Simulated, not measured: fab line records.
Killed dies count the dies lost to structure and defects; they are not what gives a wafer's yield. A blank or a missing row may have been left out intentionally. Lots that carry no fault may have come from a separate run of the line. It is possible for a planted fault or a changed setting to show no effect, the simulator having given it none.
Which tool is to blame?	flow sky130	14 lots, 40 wafers sampled, at 3 steps of a route of 708

== WHAT THE GAUGES SHOWED, per wafer ==
SKY_LOCAL_INTERCONNECT_RS_MEAS_01: measures by four-point-probe.
lot	measured	on	LOCAL_INTERCONNECT_TIN_RS (ohm/sq)
L202	day 28 20:20	filmMetro-03	13.99 14.13 13.94
L203	day 28 21:14	filmMetro-03	14.06 13.92 14.07
L204	day 29 02:53	filmMetro-01	14.24 14.16 14.25
L205	day 29 19:27	filmMetro-03	13.90 13.93 14.16
L206	day 30 01:59	filmMetro-04	14.30 14.07 14.04
L207	day 30 12:09	filmMetro-03	14.47 14.23 14.16
L208	day 30 16:42	filmMetro-01	14.20 14.35 14.28
L214	day 32 13:12	filmMetro-01	14.15 15.32
L216	day 32 22:39	filmMetro-04	14.24 15.56
L218	day 33 21:00	filmMetro-01	14.24 14.25 14.15
L222	day 35 06:16	filmMetro-03	13.98 13.83 13.97
L221	day 35 08:20	filmMetro-03	13.80 13.96 13.95
L224	day 35 19:54	filmMetro-01	14.40 14.31 14.27
L225	day 35 22:52	filmMetro-04	14.05 14.01 14.03

SKY_LOCAL_INTERCONNECT_THK_MEAS_02: measures by xrf.
lot	measured	on	LOCAL_INTERCONNECT_TIN_THK (nm)
L202	day 28 20:26	filmMetro-03	100.9 100.0 100.9
L203	day 28 21:21	filmMetro-03	100.6 101.8 100.5
L204	day 29 03:00	filmMetro-01	100.4 100.8 100.4
L205	day 29 19:34	filmMetro-03	101.1 100.7 99.5
L206	day 30 02:06	filmMetro-04	99.8 101.9 101.5
L207	day 30 12:16	filmMetro-03	96.9 99.3 99.5
L208	day 30 16:49	filmMetro-01	100.9 99.7 100.1
L214	day 32 13:19	filmMetro-01	101.9 94.0
L216	day 32 22:46	filmMetro-04	100.7 92.5
L218	day 33 21:07	filmMetro-01	100.9 100.1 101.0
L222	day 35 06:23	filmMetro-03	101.2 101.4 100.9
L221	day 35 08:28	filmMetro-03	101.8 101.1 101.0
L224	day 35 20:01	filmMetro-01	99.3 100.0 100.0
L225	day 35 22:59	filmMetro-04	101.0 101.5 101.4

== EACH LOT AND THE TOOL THAT RAN IT (in order: tool; ch and the chambers of the sampled wafers; start) ==
lot	SKY_LOCAL_INTERCONNECT_SPUTTER_00
L202	pvdSputter-03, day 28 20:14
L203	pvdSputter-04, day 28 21:10
L204	pvdSputter-03, day 29 02:49
L205	pvdSputter-04, day 29 19:23
L206	pvdSputter-02, day 30 01:55
L207	pvdSputter-02, day 30 12:05
L208	pvdSputter-02, day 30 16:38
L214	pvdSputter-04, day 32 13:08
L216	pvdSputter-04, day 32 22:35
L218	pvdSputter-02, day 33 20:56
L222	pvdSputter-03, day 35 06:11
L221	pvdSputter-03, day 35 08:16
L224	pvdSputter-03, day 35 19:50
L225	pvdSputter-03, day 35 22:47
- SKY_LOCAL_INTERCONNECT_SPUTTER_00: material TiN, target thk 100 nm, time 83.3 s.

== WHAT THE TOOLS THEMSELVES READ (means of the sampled wafers that have a number; where no wafer has one, the mark that the record gives instead) ==
SKY_LOCAL_INTERCONNECT_SPUTTER_00.
lot	tool	throttleValvePct (%)
L202	pvdSputter-03	29.9
L203	pvdSputter-04	29.3
L204	pvdSputter-03	30.3
L205	pvdSputter-04	30.2
L206	pvdSputter-02	28.7
L207	pvdSputter-02	30.3
L208	pvdSputter-02	29.2
L214	pvdSputter-04	30.6
L216	pvdSputter-04	29.9
L218	pvdSputter-02	28.6
L222	pvdSputter-03	29.1
L221	pvdSputter-03	30.4
L224	pvdSputter-03	30.5
L225	pvdSputter-03	30.2

== THE ANSWER, worked out from the rows above alone ==
Rule: the lots themselves supply what counts as usual. Put in order of their means at a reading, lots are off if they are a third of the lots or fewer, leave a main group of 4 or more, and stand apart from it by a gap of 3 or more times the standard deviation of the main group's means; of several such gaps the widest counts. The tables above print the reading to a certain number of digits; a main group whose means all agree to those digits is not used. A lot without any number at a reading at which 4 lots or more have one is off too. Where the step has rows for the other lots, those lots are counted as sound. Order of review: gauges by route order, followed by the tools' own readings, for which a lot's mean as printed above is used. At the first step where some lot is off, the reading lying furthest off is the one used; lots without a number count as furthest.
None of the lots is off at any reading shown; this tells nothing.

== WHAT THE SIMULATOR HAD INSERTED ==
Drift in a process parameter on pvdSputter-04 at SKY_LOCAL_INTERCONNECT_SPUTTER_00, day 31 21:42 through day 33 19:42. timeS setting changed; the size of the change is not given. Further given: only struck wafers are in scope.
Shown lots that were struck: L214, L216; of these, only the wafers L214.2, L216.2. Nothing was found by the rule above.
